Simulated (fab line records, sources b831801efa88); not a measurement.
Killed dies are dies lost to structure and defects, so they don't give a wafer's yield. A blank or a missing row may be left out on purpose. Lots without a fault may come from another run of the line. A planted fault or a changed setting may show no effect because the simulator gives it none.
Which tool did it? | flow gf180mcu | 14 lots, 42 wafers sampled, at 5 steps of a route of 602

WHAT THE GAUGES READ, wafer by wafer
GF_STI_THK_MEAS_24. Usual: STI_CVD_23_THK 651 nm, standard deviation 6.
lot  | measured    | on            | STI_CVD_23_THK (nm) | flag
L184 | day 2 02:34 | film_metro-03 | 653 638 645         |
L185 | day 2 09:11 | film_metro-03 | 645 646 640         |
L186 | day 2 14:34 | film_metro-01 | 654 648 640         |
L187 | day 2 19:34 | film_metro-03 | 649 649 656         |
L188 | day 3 00:34 | film_metro-01 | 641 651 643         |
L189 | day 3 05:41 | film_metro-01 | 656 652 660         |
L194 | day 4 07:53 | film_metro-01 | 644 644 645         |
L197 | day 5 00:05 | film_metro-03 | 665 656 663         |
L199 | day 5 10:46 | film_metro-02 | 654 645 653         |
L201 | day 5 19:18 | film_metro-02 | 652 656 647         |
L203 | day 6 08:40 | film_metro-01 | 643 646 650         |
L204 | day 6 10:52 | film_metro-02 | 644 646 643         |
L206 | day 6 21:16 | film_metro-02 | 643 650 649         |
L207 | day 7 01:27 | film_metro-02 | 652 656 665         |

GF_NWELL_OVL_MEAS_07. Usual: NWELL_OVL -0.4 nm, standard deviation 1.4.
lot  | measured    | on         | NWELL_OVL (nm) | flag
L184 | day 3 05:42 | overlay-01 | 0.3 -0.3 1.2   |
L185 | day 3 13:27 | overlay-02 | -0.7 -1.4 -0.1 |
L186 | day 3 18:29 | overlay-01 | 2.3 0.3 0.7    |
L187 | day 3 23:53 | overlay-01 | -1.5 -0.1 -0.4 |
L188 | day 4 04:39 | overlay-02 | -2.1 -1.5 -3.0 |
L189 | day 4 12:06 | overlay-02 | -1.5 -0.8 -1.3 |
L194 | day 5 14:01 | overlay-01 | -0.2 -0.2 -3.5 |
L197 | day 6 07:23 | overlay-01 | 1.3 -0.5 -0.3  |
L199 | day 6 19:59 | overlay-02 | 0.5 -1.2 -1.0  |
L201 | day 7 03:42 | overlay-01 | -2.2 -2.2 -1.8 |
L203 | day 7 18:32 | overlay-01 | -1.4 -0.8 -2.5 |
L204 | day 8 00:33 | overlay-02 | -3.3 1.2 -2.5  |
L206 | day 8 07:13 | overlay-01 | -0.4 1.3 0.1   |
L207 | day 8 12:47 | overlay-02 | -1.0 -3.4 0.1  |

GF_MVPSD_OVL_MEAS_07. Usual: MVPSD_OVL 0.5 nm, standard deviation 1.2.
lot  | measured     | on         | MVPSD_OVL (nm) | flag
L184 | day 4 23:43  | overlay-02 | 1.1 1.2 2.3    |
L185 | day 5 06:53  | overlay-01 | -1.5 -1.8 -1.3 |
L186 | day 5 13:39  | overlay-01 | 0.9 1.2 2.4    |
L187 | day 5 17:58  | overlay-01 | 0.5 1.1 -1.4   |
L188 | day 5 23:07  | overlay-01 | 1.0 1.3 1.5    |
L189 | day 6 07:33  | overlay-01 | 1.4 1.1 0.2    |
L194 | day 7 11:27  | overlay-01 | 1.9 0.4 1.0    |
L197 | day 8 05:58  | overlay-01 | 0.6 -1.0 -0.7  |
L199 | day 8 22:25  | overlay-02 | 0.2 0.8 1.3    |
L201 | day 9 04:46  | overlay-02 | 0.9 0.9 1.8    |
L203 | day 9 21:20  | overlay-02 | 1.5 2.2 0.1    |
L204 | day 10 03:40 | overlay-01 | 0.8 -1.9 -0.7  |
L206 | day 10 11:35 | overlay-02 | 1.3 1.1 0.3    |
L207 | day 10 18:22 | overlay-01 | 0.1 1.9 0.0    |

GF_VT_IMPLANT_TW_MEAS_43. Usual: VT_IMPLANT_4_TW 692, standard deviation 6.
lot  | measured     | on            | VT_IMPLANT_4_TW | flag
L184 | day 7 10:50  | film_metro-01 | 686 689 685     |
L185 | day 7 18:52  | film_metro-04 | 703 703 702     |
L186 | day 8 02:43  | film_metro-01 | 688 685 683     |
L187 | day 8 08:31  | film_metro-04 | 703 699 700     |
L188 | day 8 15:05  | film_metro-01 | 685 682 683     |
L189 | day 9 00:07  | film_metro-01 | 689 689 688     |
L194 | day 10 08:17 | film_metro-01 | 685 687 685     |
L197 | day 11 05:38 | film_metro-04 | 1144 1144 1155  | OFF
L199 | day 12 00:22 | film_metro-04 | 1148 1149 1146  | OFF
L201 | day 12 06:16 | film_metro-01 | 689 690 690     |
L203 | day 13 01:23 | film_metro-01 | 683 686 688     |
L204 | day 13 08:01 | film_metro-04 | 697 691 693     |
L206 | day 13 16:41 | film_metro-01 | 685 685 686     |
L207 | day 13 23:29 | film_metro-01 | 685 685 685     |

WHICH TOOL RAN EACH LOT (tool, then ch and the chambers of the sampled wafers, then the start)
lot  | GF_VT_IMPLANT_IMPLANT_41
L184 | implanter-03 ch 0, day 7 10:35
L185 | implanter-03 ch 0, day 7 18:38
L186 | implanter-04 ch 0, day 8 02:28
L187 | implanter-02 ch 0, day 8 08:16
L188 | implanter-03 ch 0, day 8 14:50
L189 | implanter-03 ch 0, day 8 23:52
L194 | implanter-02 ch 0, day 10 08:02
L197 | implanter-02 ch 0, day 11 05:23
L199 | implanter-02 ch 0, day 12 00:07
L201 | implanter-04 ch 0, day 12 06:03
L203 | implanter-04 ch 0, day 13 01:09
L204 | implanter-03 ch 0, day 13 07:47
L206 | implanter-04 ch 0, day 13 16:26
L207 | implanter-04 ch 0, day 13 23:15
- GF_VT_IMPLANT_IMPLANT_41

WHAT THE TOOLS THEMSELVES READ (means of the sampled wafers that have a number; where no wafer has one, the mark that the record gives instead)
GF_VT_IMPLANT_IMPLANT_41. Usual: dose_ions_cm2 1.013e+12, standard deviation 1.2e+09; faraday_current_uA 5.72, standard deviation 0.12.
lot  | tool         | dose_ions_cm2 | faraday_current_uA | flag
L184 | implanter-03 | 1.013e+12     | 5.69               |
L185 | implanter-03 | 1.014e+12     | 5.66               |
L186 | implanter-04 | 1.013e+12     | 5.58               |
L187 | implanter-02 | 1.012e+12     | 5.73               |
L188 | implanter-03 | 1.012e+12     | 5.70               |
L189 | implanter-03 | 1.011e+12     | 5.79               |
L194 | implanter-02 | 1.014e+12     | 5.78               |
L197 | implanter-02 | 4.934e+12     | 27.79              | OFF
L199 | implanter-02 | 4.936e+12     | 28.16              | OFF
L201 | implanter-04 | 1.013e+12     | 5.63               |
L203 | implanter-04 | 1.013e+12     | 5.73               |
L204 | implanter-03 | 1.013e+12     | 5.63               |
L206 | implanter-04 | 1.014e+12     | 5.72               |
L207 | implanter-04 | 1.014e+12     | 5.73               |

THE ANSWER, worked out from the rows above alone
Rule: a lot is off if the mean of its wafers that have a number lies more than 3 standard deviations from the usual mean. A lot without any number at a reading at which 4 lots or more have one is off too. The other lots that the step has rows for count as sound. The gauges are gone through in route order, then the tools' own readings, and for those a lot's mean is taken as printed above. The first step at which some lot is off is used, and at that step the reading that is off furthest; a lot without a number counts as furthest.
Off: L197, L199, at GF_VT_IMPLANT_TW_MEAS_43 (VT_IMPLANT_4_TW).
A tool fits if, at a process step before that reading, it ran every lot that is off, and no sound lot after the first of them. The gauges at GF_VT_IMPLANT_TW_MEAS_43 aren't tried: what is off there is off at GF_VT_IMPLANT_IMPLANT_41 too, on other tools, and a gauge's error can't cause that. One fits: implanter-02 at GF_VT_IMPLANT_IMPLANT_41. Its last sound lot is L194 (day 10 08:02), its first lot that is off L197 (day 11 05:23): a fault that began between those two fits.
The tool's own readings at GF_VT_IMPLANT_IMPLANT_41 bear it out: on the lots that are off they differ by more than 5 times the standard deviation of the sound lots' means. dose_ions_cm2 reads 4.935e+12 there against 1.013e+12 on the sound lots; faraday_current_uA reads 27.98 there against 5.70 on the sound lots.

WHAT THE SIMULATOR HAD PUT IN
Process parameter drift: implanter-02, from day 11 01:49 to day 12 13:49, at GF_VT_IMPLANT_IMPLANT_41. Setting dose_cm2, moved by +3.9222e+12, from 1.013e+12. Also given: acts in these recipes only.
Lots struck among those shown: L197, L199. The rule above found the same.
